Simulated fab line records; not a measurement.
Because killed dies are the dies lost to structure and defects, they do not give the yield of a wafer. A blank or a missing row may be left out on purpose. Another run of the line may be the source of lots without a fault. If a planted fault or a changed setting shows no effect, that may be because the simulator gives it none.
Which of the tools did it? + flow sky130 + Sampling: 15 lots, 45 wafers, 7 of 708 route steps

## WHAT THE GAUGES READ, wafer by wafer
SKY_LDD_N_OVL_MEAS_07. Usual: for LDD_N_OVL the level is 1.7 nm and the standard deviation is 1.3.
| lot  | measured     | on         | LDD_N_OVL (nm) | flag |
|------|--------------|------------|----------------|------|
| L162 | day 19 14:49 | overlay-02 | 2.1 4.8 3.6    |      |
| L165 | day 19 17:35 | overlay-02 | 2.9 2.9 2.5    |      |
| L163 | day 19 21:11 | overlay-01 | 2.8 0.4 1.1    |      |
| L161 | day 19 21:18 | overlay-02 | 2.1 3.8 1.8    |      |
| L164 | day 20 03:50 | overlay-01 | 1.2 2.3 1.8    |      |
| L166 | day 20 14:13 | overlay-02 | 0.0 0.6 3.3    |      |
| L169 | day 21 07:10 | overlay-01 | 1.2 3.7 2.4    |      |
| L170 | day 21 19:10 | overlay-01 | 0.5 0.9 1.7    |      |
| L172 | day 22 06:08 | overlay-02 | 3.5 4.3 3.8    |      |
| L175 | day 23 06:15 | overlay-02 | 0.3 0.6 0.9    |      |
| L176 | day 23 16:56 | overlay-01 | -0.1 -0.9 -0.1 |      |
| L179 | day 24 19:11 | overlay-02 | 1.2 1.7 1.2    |      |
| L182 | day 25 17:52 | overlay-01 | - - -          | OFF  |
| L183 | day 26 00:35 | overlay-02 | - - -          | OFF  |
| L184 | day 26 06:15 | overlay-01 | - - -          | OFF  |

SKY_LDD_N_TW_MEAS_17. Usual: for LDD_N_TW the level is 2562 and the standard deviation is 19.
| lot  | measured     | on           | LDD_N_TW       | flag |
|------|--------------|--------------|----------------|------|
| L162 | day 19 16:09 | filmMetro-04 | 2529 2534 2532 |      |
| L165 | day 19 18:56 | filmMetro-03 | 2571 2571 2574 |      |
| L163 | day 19 22:32 | filmMetro-01 | 2591 2602 2604 |      |
| L161 | day 19 22:38 | filmMetro-04 | 2549 2547 2546 |      |
| L164 | day 20 05:11 | filmMetro-03 | 2578 2584 2571 |      |
| L166 | day 20 15:34 | filmMetro-01 | 2574 2559 2577 |      |
| L169 | day 21 08:30 | filmMetro-04 | 2549 2551 2541 |      |
| L170 | day 21 20:30 | filmMetro-04 | 2555 2550 2543 |      |
| L172 | day 22 07:29 | filmMetro-04 | 2537 2546 2528 |      |
| L175 | day 23 07:35 | filmMetro-03 | 2573 2587 2584 |      |
| L176 | day 23 18:17 | filmMetro-04 | 2551 2536 2544 |      |
| L179 | day 24 20:32 | filmMetro-04 | 2559 2551 2553 |      |
| L182 | day 25 19:13 | filmMetro-03 | 2573 2591 2577 |      |
| L183 | day 26 01:56 | filmMetro-01 | 2586 2574 2576 |      |
| L184 | day 26 07:35 | filmMetro-03 | 2570 2561 2570 |      |

SKY_LDD_P_TW_MEAS_11. Usual: for LDD_P_TW the level is 640 and the standard deviation is 7.5.
| lot  | measured     | on           | LDD_P_TW       | flag |
|------|--------------|--------------|----------------|------|
| L162 | day 20 22:43 | filmMetro-03 | 637 635 635    |      |
| L165 | day 21 01:06 | filmMetro-01 | 634 640 637    |      |
| L163 | day 21 05:07 | filmMetro-01 | 634 634 638    |      |
| L161 | day 21 05:32 | filmMetro-01 | 634 639 635    |      |
| L164 | day 21 11:48 | filmMetro-01 | 640 636 637    |      |
| L166 | day 21 22:11 | filmMetro-01 | 636 636 634    |      |
| L169 | day 22 15:52 | filmMetro-03 | 627 628 631    |      |
| L170 | day 23 03:34 | filmMetro-03 | 633 633 634    |      |
| L172 | day 23 14:42 | filmMetro-01 | 633 631 636    |      |
| L175 | day 24 12:46 | filmMetro-02 | 652 648 652    |      |
| L176 | day 24 23:29 | filmMetro-02 | 649 651 651    |      |
| L179 | day 26 02:06 | filmMetro-02 | 650 647 648    |      |
| L182 | day 27 00:50 | filmMetro-02 | 2615 2613 2626 | OFF  |
| L183 | day 27 06:06 | filmMetro-02 | 2618 2636 2621 | OFF  |
| L184 | day 27 11:52 | filmMetro-02 | 2619 2626 2614 | OFF  |

SKY_LDD_HVN_TW_MEAS_10. Usual: for LDD_HVN_TW the level is 1438 and the standard deviation is 19.
| lot  | measured     | on           | LDD_HVN_TW     | flag |
|------|--------------|--------------|----------------|------|
| L162 | day 22 06:04 | filmMetro-01 | 1443 1445 1439 |      |
| L165 | day 22 07:47 | filmMetro-02 | 1465 1457 1455 |      |
| L163 | day 22 12:14 | filmMetro-01 | 1437 1438 1438 |      |
| L161 | day 22 12:50 | filmMetro-04 | 1408 1411 1411 |      |
| L164 | day 22 18:38 | filmMetro-04 | 1408 1411 1410 |      |
| L166 | day 23 04:49 | filmMetro-02 | 1457 1464 1466 |      |
| L169 | day 23 22:10 | filmMetro-02 | 1461 1464 1475 |      |
| L170 | day 24 09:04 | filmMetro-04 | 1420 1413 1418 |      |
| L172 | day 24 19:53 | filmMetro-04 | 1424 1415 1422 |      |
| L175 | day 25 17:59 | filmMetro-02 | 1471 1468 1472 |      |
| L176 | day 26 04:47 | filmMetro-04 | 1417 1416 1422 |      |
| L179 | day 27 06:29 | filmMetro-01 | 1429 1427 1431 |      |
| L182 | day 28 05:34 | filmMetro-02 | 2718 2735 2733 | OFF  |
| L183 | day 28 10:02 | filmMetro-01 | 2690 2685 2694 | OFF  |
| L184 | day 28 15:59 | filmMetro-02 | 2731 2733 2735 | OFF  |

SKY_LDD_HVP_OVL_MEAS_07. Usual: for LDD_HVP_OVL the level is 0.1 nm and the standard deviation is 1.5.
| lot  | measured     | on         | LDD_HVP_OVL (nm) | flag |
|------|--------------|------------|------------------|------|
| L162 | day 23 12:37 | overlay-02 | -0.8 -1.8 -0.3   |      |
| L165 | day 23 14:23 | overlay-02 | 0.3 2.0 1.7      |      |
| L163 | day 23 18:26 | overlay-02 | -0.5 -0.5 0.0    |      |
| L161 | day 23 19:30 | overlay-02 | 3.9 4.0 1.7      |      |
| L164 | day 24 01:03 | overlay-01 | -3.0 -2.9 -1.0   |      |
| L166 | day 24 10:40 | overlay-01 | -1.5 0.5 -0.2    |      |
| L169 | day 25 02:19 | overlay-01 | -0.3 0.6 1.9     |      |
| L170 | day 25 13:25 | overlay-01 | -1.8 0.0 -1.1    |      |
| L172 | day 26 01:23 | overlay-01 | 0.5 -0.1 -0.9    |      |
| L175 | day 26 22:54 | overlay-02 | -0.2 0.1 0.0     |      |
| L176 | day 27 08:36 | overlay-01 | 2.0 0.7 0.2      |      |
| L179 | day 28 10:03 | overlay-02 | 1.8 1.2 1.1      |      |
| L182 | day 29 09:19 | overlay-02 | 1.2 0.3 1.5      |      |
| L183 | day 29 13:41 | overlay-01 | 0.5 -0.2 -2.7    |      |
| L184 | day 29 19:45 | overlay-01 | 0.1 -1.3 -0.2    |      |

SKY_POLY_CUT_OVL_MEAS_09. Usual: for POLY_CUT_OVL the level is 1 nm and the standard deviation is 5.3.
| lot  | measured     | on         | POLY_CUT_OVL (nm) | flag |
|------|--------------|------------|-------------------|------|
| L162 | day 26 02:35 | overlay-02 | -5 -1 0           |      |
| L165 | day 26 04:55 | overlay-02 | 0 -4 0            |      |
| L163 | day 26 09:16 | overlay-01 | -2 -10 -3         |      |
| L161 | day 26 09:31 | overlay-02 | -1 -11 -5         |      |
| L164 | day 26 13:52 | overlay-02 | -3 -7 -5          |      |
| L166 | day 26 23:45 | overlay-02 | 10 6 0            |      |
| L169 | day 27 14:38 | overlay-01 | 2 2 -1            |      |
| L170 | day 28 02:01 | overlay-02 | -5 2 -12          |      |
| L172 | day 28 12:01 | overlay-02 | 4 6 -1            |      |
| L175 | day 29 09:19 | overlay-01 | -1 -6 -4          |      |
| L176 | day 29 19:10 | overlay-01 | 4 -1 1            |      |
| L179 | day 30 20:19 | overlay-01 | -4 12 8           |      |
| L182 | day 31 21:11 | overlay-01 | 3 7 2             |      |
| L183 | day 31 23:01 | overlay-01 | 1 0 2             |      |
| L184 | day 32 08:25 | overlay-02 | -4 0 -6           |      |

## WHICH TOOL RAN EACH LOT (tool, then ch and the chambers of the sampled wafers, then the start)
| lot  | SKY_LDD_N_COAT_02                |
|------|----------------------------------|
| L162 | lithoTrack-04 ch 0, day 19 00:08 |
| L165 | lithoTrack-02 ch 0, day 19 02:32 |
| L163 | lithoTrack-04 ch 0, day 19 06:05 |
| L161 | lithoTrack-02 ch 0, day 19 06:08 |
| L164 | lithoTrack-04 ch 0, day 19 11:50 |
| L166 | lithoTrack-03 ch 0, day 19 23:16 |
| L169 | lithoTrack-02 ch 0, day 20 15:44 |
| L170 | lithoTrack-04 ch 0, day 21 04:02 |
| L172 | lithoTrack-02 ch 0, day 21 14:47 |
| L175 | lithoTrack-03 ch 0, day 22 14:52 |
| L176 | lithoTrack-03 ch 0, day 23 01:51 |
| L179 | lithoTrack-03 ch 0, day 24 04:15 |
| L182 | lithoTrack-03, day 25 03:28      |
| L183 | lithoTrack-04, day 25 10:05      |
| L184 | lithoTrack-02, day 25 15:13      |
- SKY_LDD_N_COAT_02: resist thk 300 nm.

## AS READ BY THE TOOLS THEMSELVES (means over the sampled wafers that have a number; for cases with no such wafer, the mark the record gives instead)
SKY_LDD_N_COAT_02. Usual: chillPlateTempC 23.03 C, standard deviation 0.11; dispensePressureKPa 50.6 kPa, standard deviation 2.
| lot  | tool          | chillPlateTempC (C) | dispensePressureKPa (kPa) | flag |
|------|---------------|---------------------|---------------------------|------|
| L162 | lithoTrack-04 | 23.06               | 50.9                      |      |
| L165 | lithoTrack-02 | 23.05               | 48.2                      |      |
| L163 | lithoTrack-04 | 23.21               | 50.9                      |      |
| L161 | lithoTrack-02 | 22.96               | 48.2                      |      |
| L164 | lithoTrack-04 | 22.80               | 50.9                      |      |
| L166 | lithoTrack-03 | 23.00               | 52.7                      |      |
| L169 | lithoTrack-02 | 22.96               | 48.2                      |      |
| L170 | lithoTrack-04 | 22.87               | 50.9                      |      |
| L172 | lithoTrack-02 | 23.10               | 48.1                      |      |
| L175 | lithoTrack-03 | 22.99               | 52.8                      |      |
| L176 | lithoTrack-03 | 22.99               | 52.8                      |      |
| L179 | lithoTrack-03 | 23.02               | 52.8                      |      |
| L182 | lithoTrack-03 | -                   | -                         | OFF  |
| L183 | lithoTrack-04 | -                   | -                         | OFF  |
| L184 | lithoTrack-02 | -                   | -                         | OFF  |

## THE ANSWER, worked out from the rows above alone
Rule: take the mean of a lot's wafers that have a number; if it is more than 3 standard deviations from the usual mean, the lot is off. A lot without any number at a reading at which 4 lots or more have one is off too. All remaining lots with rows at the step are treated as sound. First the gauges in route order, then the tools' own readings, where a lot's mean is used as printed above. The first step at which some lot is off is used, and at that step the reading that is off furthest; a lot without a number counts as furthest.
Off: at SKY_LDD_N_OVL_MEAS_07 (LDD_N_OVL), L182, L183, L184. Without a number there: L182, L183, L184.
A tool fits if, at a process step before that reading, it ran every lot that is off, and no sound lot after the first of them. Not tried: the gauges at SKY_LDD_N_OVL_MEAS_07; whatever is off there is also off at SKY_LDD_P_TW_MEAS_11, on other tools, and gauge error can't account for it. Not one of the candidates tried fits.

## WHAT THE SIMULATOR PUT IN
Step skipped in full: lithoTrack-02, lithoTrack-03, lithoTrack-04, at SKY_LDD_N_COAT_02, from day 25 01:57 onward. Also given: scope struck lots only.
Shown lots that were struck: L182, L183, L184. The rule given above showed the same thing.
